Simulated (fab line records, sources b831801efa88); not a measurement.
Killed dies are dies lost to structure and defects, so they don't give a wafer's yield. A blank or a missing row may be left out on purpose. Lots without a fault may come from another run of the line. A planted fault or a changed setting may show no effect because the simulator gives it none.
Which tool did it? | flow gf180mcu | 13 lots, 39 wafers sampled, at 4 steps of a route of 602

WHAT THE GAUGES READ, wafer by wafer
GF_V1_RS_MEAS_24: measures by four-point-probe.
lot  | measured     | on            | V1_W_RS (ohm/sq)
L509 | day 18 03:56 | film_metro-01 | 0.339 0.335 0.323
L511 | day 18 23:26 | film_metro-04 | 0.330 0.332 0.334
L512 | day 19 02:02 | film_metro-04 | 0.332 0.319 0.333
L516 | day 20 21:40 | film_metro-02 | 0.331 0.332 0.329
L519 | day 21 21:17 | film_metro-04 | 0.325 0.316 0.326
L520 | day 22 04:39 | film_metro-02 | 0.328 0.323 0.320
L521 | day 22 10:40 | film_metro-01 | 0.315 0.314 0.323
L522 | day 23 04:04 | film_metro-01 | 0.330 0.326 0.329
L523 | day 23 08:45 | film_metro-01 | 0.331 0.329 0.333
L529 | day 24 23:47 | film_metro-02 | 0.320 0.330 0.319
L530 | day 25 07:13 | film_metro-02 | 0.328 0.329 0.317
L531 | day 25 18:59 | film_metro-01 | 0.322 0.332 0.317
L532 | day 26 07:46 | film_metro-04 | 0.330 0.330 0.326

WHICH TOOL RAN EACH LOT (tool, then ch and the chambers of the sampled wafers, then the start)
lot  | GF_M1_METAL_ETCH_16               | GF_V1_DEVELOP_13                  | GF_V1_CVD_23
L509 | rie_metal-02 ch 0,1, day 17 02:16 | litho_track-03 ch 0, day 18 02:44 | cvd_w-01 ch 0,1, day 18 03:48
L511 | rie_metal-02 ch 1, day 17 21:09   | litho_track-03 ch 0, day 18 22:14 | cvd_w-01 ch 0, day 18 23:18
L512 | rie_metal-04 ch 0,1, day 18 00:28 | litho_track-04 ch 0, day 19 00:51 | cvd_w-01 ch 0,1, day 19 01:55
L516 | rie_metal-04 ch 0,1, day 19 19:46 | litho_track-03 ch 0, day 20 20:27 | cvd_w-02 ch 1, day 20 21:33
L519 | rie_metal-04 ch 0,1, day 20 18:16 | litho_track-03 ch 0, day 21 20:06 | cvd_w-01 ch 0,1, day 21 21:10
L520 | rie_metal-04 ch 0,1, day 21 02:52 | litho_track-03 ch 0, day 22 03:27 | cvd_w-01 ch 0,1, day 22 04:32
L521 | rie_metal-04 ch 0,1, day 21 08:36 | litho_track-01 ch 0, day 22 09:28 | cvd_w-01 ch 0,1, day 22 10:33
L522 | rie_metal-04 ch 0,1, day 22 02:10 | litho_track-04 ch 0, day 23 02:51 | cvd_w-02 ch 0,1, day 23 03:57
L523 | rie_metal-04 ch 0,1, day 22 06:16 | litho_track-01 ch 0, day 23 07:28 | cvd_w-02 ch 1, day 23 08:32
L529 | rie_metal-03 ch 0,1, day 23 23:10 | litho_track-04 ch 0, day 24 22:35 | cvd_w-01 ch 0,1, day 24 23:40
L530 | rie_metal-02 ch 0, day 24 07:10   | litho_track-03 ch 0, day 25 06:00 | cvd_w-01 ch 0,1, day 25 07:07
L531 | rie_metal-02 ch 0, day 24 18:25   | litho_track-04 ch 0, day 25 17:48 | cvd_w-01 ch 0,1, day 25 18:53
L532 | rie_metal-03 ch 0,1, day 25 08:58 | litho_track-03 ch 0, day 26 06:35 | cvd_w-02 ch 0,1, day 26 07:38
- GF_M1_METAL_ETCH_16: etches the open film in Cl2/BCl3, stops on SiO2, target depth 750.8 nm, time 125.1 s.
- GF_V1_DEVELOP_13: develop time 60 s.
- GF_V1_CVD_23: deposits W, target thk 350 nm, time 105.05 s.

WHAT THE TOOLS THEMSELVES READ (means of the sampled wafers that have a number; where no wafer has one, the mark that the record gives instead)
GF_M1_METAL_ETCH_16.
lot  | tool         | drypump_motor_current_A (A) | oes_product_au (a.u.) | throttle_valve_pct (%)
L509 | rie_metal-02 | 5.1                         | 0.995                 | 28.226
L511 | rie_metal-02 | 5.8                         | 0.989                 | 28.218
L512 | rie_metal-04 | 5.6                         | 0.995                 | 28.235
L516 | rie_metal-04 | 5.7                         | 0.994                 | 28.224
L519 | rie_metal-04 | 5.6                         | 0.993                 | 28.227
L520 | rie_metal-04 | 5.7                         | 0.993                 | 28.224
L521 | rie_metal-04 | 5.7                         | 0.988                 | 28.227
L522 | rie_metal-04 | 5.6                         | 0.999                 | 28.230
L523 | rie_metal-04 | 5.6                         | 0.988                 | 28.242
L529 | rie_metal-03 | 6.1                         | 0.988                 | 28.233
L530 | rie_metal-02 | 4.7                         | 0.988                 | 28.229
L531 | rie_metal-02 | 4.7                         | 0.995                 | 28.225
L532 | rie_metal-03 | 6.1                         | 0.994                 | 28.227

GF_V1_DEVELOP_13.
lot  | tool           | chill_plate_temp_C (C) | developer_temp_C (C)
L509 | litho_track-03 | 23.20                  | 20.96
L511 | litho_track-03 | 22.89                  | 21.11
L512 | litho_track-04 | 23.01                  | 21.07
L516 | litho_track-03 | 23.10                  | 20.93
L519 | litho_track-03 | 22.98                  | 18.83
L520 | litho_track-03 | 22.97                  | 18.89
L521 | litho_track-01 | 23.00                  | 20.98
L522 | litho_track-04 | 22.93                  | 21.12
L523 | litho_track-01 | 23.13                  | 20.94
L529 | litho_track-04 | 23.05                  | 21.11
L530 | litho_track-03 | 23.03                  | 21.09
L531 | litho_track-04 | 22.98                  | 21.01
L532 | litho_track-03 | 22.94                  | 21.07

GF_V1_CVD_23.
lot  | tool     | chamber_pressure_Torr (Torr) | heater_power_w (W)
L509 | cvd_w-01 | 39.95                        | 830
L511 | cvd_w-01 | 39.98                        | 785
L512 | cvd_w-01 | 40.04                        | 814
L516 | cvd_w-02 | 39.99                        | 848
L519 | cvd_w-01 | 39.93                        | 814
L520 | cvd_w-01 | 39.98                        | 851
L521 | cvd_w-01 | 40.00                        | 850
L522 | cvd_w-02 | 40.01                        | 835
L523 | cvd_w-02 | 40.01                        | 842
L529 | cvd_w-01 | 39.96                        | 859
L530 | cvd_w-01 | 40.03                        | 840
L531 | cvd_w-01 | 40.03                        | 863
L532 | cvd_w-02 | 39.97                        | 856

THE ANSWER, worked out from the rows above alone
Rule: what is usual is taken from the lots themselves. Put in order of their means at a reading, lots are off if they are a third of the lots or fewer, leave a main group of 4 or more, and stand apart from it by a gap of 3 or more times the standard deviation of the main group's means; of several such gaps the widest counts. A main group whose means are all the same, to the digits that the tables above print for the reading, isn't used. A lot without any number at a reading at which 4 lots or more have one is off too. The other lots that the step has rows for count as sound. The gauges are gone through in route order, then the tools' own readings, and for those a lot's mean is taken as printed above. The first step at which some lot is off is used, and at that step the reading that is off furthest; a lot without a number counts as furthest.
Off: L519, L520, at GF_V1_DEVELOP_13 (developer_temp_C). The main group: mean 21.04 C, standard deviation 0.07.
A tool fits if, at that step or a process step before it, it ran every lot that is off, and no sound lot after the first of them. None of those tried fits.

WHAT THE SIMULATOR HAD PUT IN
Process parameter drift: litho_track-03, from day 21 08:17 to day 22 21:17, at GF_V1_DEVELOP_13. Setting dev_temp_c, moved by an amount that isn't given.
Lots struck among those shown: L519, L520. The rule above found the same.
